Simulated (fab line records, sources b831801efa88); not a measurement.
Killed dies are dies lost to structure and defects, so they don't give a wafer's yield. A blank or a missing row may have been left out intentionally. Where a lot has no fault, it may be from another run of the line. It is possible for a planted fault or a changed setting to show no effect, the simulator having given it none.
A lot that was struck, set against a sound lot -- flow sky130 -- 37 steps out of a route of 708
Sound: the wafers L812.2, L812.4, L812.6. Struck: wafers L824.2, L824.3, L824.4. The cause comes at the end.
Each step with rows lists, per side, the tool, then ch with its chambers, then its first start. Under that, the readings that differ: sound wafers -- struck wafers -- difference of the means -- sigmas: that difference in standard deviations of wafers without a fault.
alike: a reading whose means differ by less than 2 such deviations, as well as words and numbers matching on both sides. not compared: withheld readings; readings where some wafer has no value; bounds like >300 that might hide an equal value; numbers whose values overlap and for which the record gives no deviation.
Wherever a step has rows on one side only, a row that says differs or no value, or a row with sigmas, the two part there. Numbers that have no deviation but don't overlap get no sigmas and don't part them. A reading missing from all wafers of one side parts the sides only when that side holds two or more wafers.

first, 4 steps without rows for these wafers: SKY_METAL5_SOFTBAKE_10 (time 60 s); SKY_METAL5_EXPOSE_11 (exposes mask MM5, target cd 1600 nm); SKY_METAL5_PEB_12; SKY_METAL5_DEVELOP_13 (develop time 60 s).
SKY_METAL5_DESCUM_14: chemistry O2, time 11 s.
  sound on rie metal-03 ch 0,1, day 45 00:46; struck on rie metal-02 ch 0,1, day 48 12:08
  alike: drypump motor current A, oes product au
  not compared: rf hours counter h
SKY_METAL5_METAL_ETCH_15: etches the open film in Cl2/BCl3, stops on SiO2, target depth 1260 nm, time 252 s.
  sound on rie metal-03 ch 0,1, day 45 00:48; struck on rie metal-02 ch 0,1, day 48 12:11
  alike: drypump motor current A, oes product au, throttle valve pct
  not compared: rf hours counter h
then, 4 steps without rows for these wafers: SKY_METAL5_STRIP_16 (strips in O2/N2); SKY_METAL5_STRIP_17 (strips in post etch residue remover, time 1200 s); SKY_METAL5_CLEAN_18 (cleans in IPA, time 180 s); SKY_METAL5_CLEAN_19 (cleans in O3/DIW).
SKY_PASSIVATION_CVD_00: deposits SiO2, target thk 90 nm.
  sound on pecvd-01 ch 0,2, day 45 01:40; struck on pecvd-02 ch 1,2, day 48 13:00
  alike: heater power outer w, heater power w
SKY_PASSIVATION_THK_MEAS_01:
  struck on film metro-02, day 48 13:03; sound on film metro-02, day 45 01:42
  alike: PASSIVATION_CVD_00_THK
SKY_PASSIVATION_CVD_02: deposits Si3N4, target thk 540 nm.
  sound on pecvd-02 ch 1,2, day 45 01:45; struck on pecvd-04 ch 0,2, day 48 13:06
  no value came back on the struck wafers for heater power outer w (W), heater power w (W); on the sound wafers heater power outer w (W) reads 560 508 597
then, 7 steps without rows for these wafers: SKY_PASSIVATION_DEHYDRATE_04 (time 60 s); SKY_PASSIVATION_HMDS_05 (prime time 60 s); SKY_PASSIVATION_COAT_06 (resist thk 3000 nm); SKY_PASSIVATION_SOFTBAKE_07; SKY_PASSIVATION_EXPOSE_08 (exposes mask NSM, target cd 3000 nm); SKY_PASSIVATION_PEB_09; SKY_PASSIVATION_DEVELOP_10 (develop time 60 s).
SKY_PASSIVATION_ETCH_11: etches the open film in CF4/O2, stops on AlCu, target depth 725 nm, time 161.1 s.
  sound on rie diel-02 ch 0,2,3, day 46 00:31; struck on rie diel-02 ch 0,1,2, day 49 07:15
  alike: drypump motor current A, oes product au, throttle valve pct
  not compared: rf hours counter h, model.PASSIVATION.feature depth nm, model.etch.depth nm
SKY_PASSIVATION_STRIP_12: strips in O2/N2.
  sound on plasma asher-01 ch 0,1, day 46 00:37; struck on plasma asher-03 ch 0,1, day 49 07:22
  alike: drypump motor current A, oes product au, strip time to endpoint s
  not compared: rf hours counter h
then, 7 steps without rows for these wafers: SKY_PAD_OPEN_DEHYDRATE_00 (time 60 s); SKY_PAD_OPEN_HMDS_01 (prime time 60 s); SKY_PAD_OPEN_COAT_02 (resist thk 3000 nm); SKY_PAD_OPEN_SOFTBAKE_03; SKY_PAD_OPEN_EXPOSE_04 (exposes mask PDM, target cd 60000 nm); SKY_PAD_OPEN_PEB_05; SKY_PAD_OPEN_DEVELOP_06 (develop time 60 s).
SKY_PAD_OPEN_ETCH_07: etches the open film in CF4/O2, stops on AlCu, target depth 725 nm, time 161.1 s.
  sound on rie diel-01 ch 0,1,2, day 46 21:45; struck on rie diel-04 ch 1,2,3, day 50 00:26
reading,sound,struck,difference,sigmas
oes product au (a.u.),0.967 0.981 0.983,0.992 0.988 0.991,+0.013,+2
  alike: drypump motor current A, throttle valve pct
  not compared: rf hours counter h, model.PAD_OPEN.feature depth nm, model.etch.depth nm
SKY_PAD_OPEN_STRIP_08: strips in O2/N2.
  sound on plasma asher-04 ch 0,1, day 46 21:52; struck on plasma asher-01 ch 0,1, day 50 00:33
  alike: drypump motor current A, oes product au, strip time to endpoint s
  not compared: rf hours counter h
then, 4 steps without rows for these wafers: SKY_PAD_OPEN_STRIP_09 (strips in post etch residue remover, time 1200 s); SKY_PAD_OPEN_CLEAN_10 (cleans in IPA, time 180 s); SKY_PAD_OPEN_CLEAN_11 (cleans in O3/DIW); SKY_PAD_OPEN_ANNEAL_12.
SKY_PAD_OPEN_BOW_MEAS_13:
  struck on film metro-04, day 50 03:33; sound on film metro-02, day 47 00:01
reading,sound,struck,difference,sigmas
PAD_OPEN_BOW (um),66 59 49,27 27 19,-34,-4
SKY_PAD_OPEN_PROBE_99:
  record: rows for the struck wafers here (prober-02, day 50 03:42), none for the sound ones

== WHERE THEY PART ==
Last at SKY_PAD_OPEN_PROBE_99 as far as this record goes, first at SKY_PASSIVATION_CVD_02.

WHY: what the simulator had put in
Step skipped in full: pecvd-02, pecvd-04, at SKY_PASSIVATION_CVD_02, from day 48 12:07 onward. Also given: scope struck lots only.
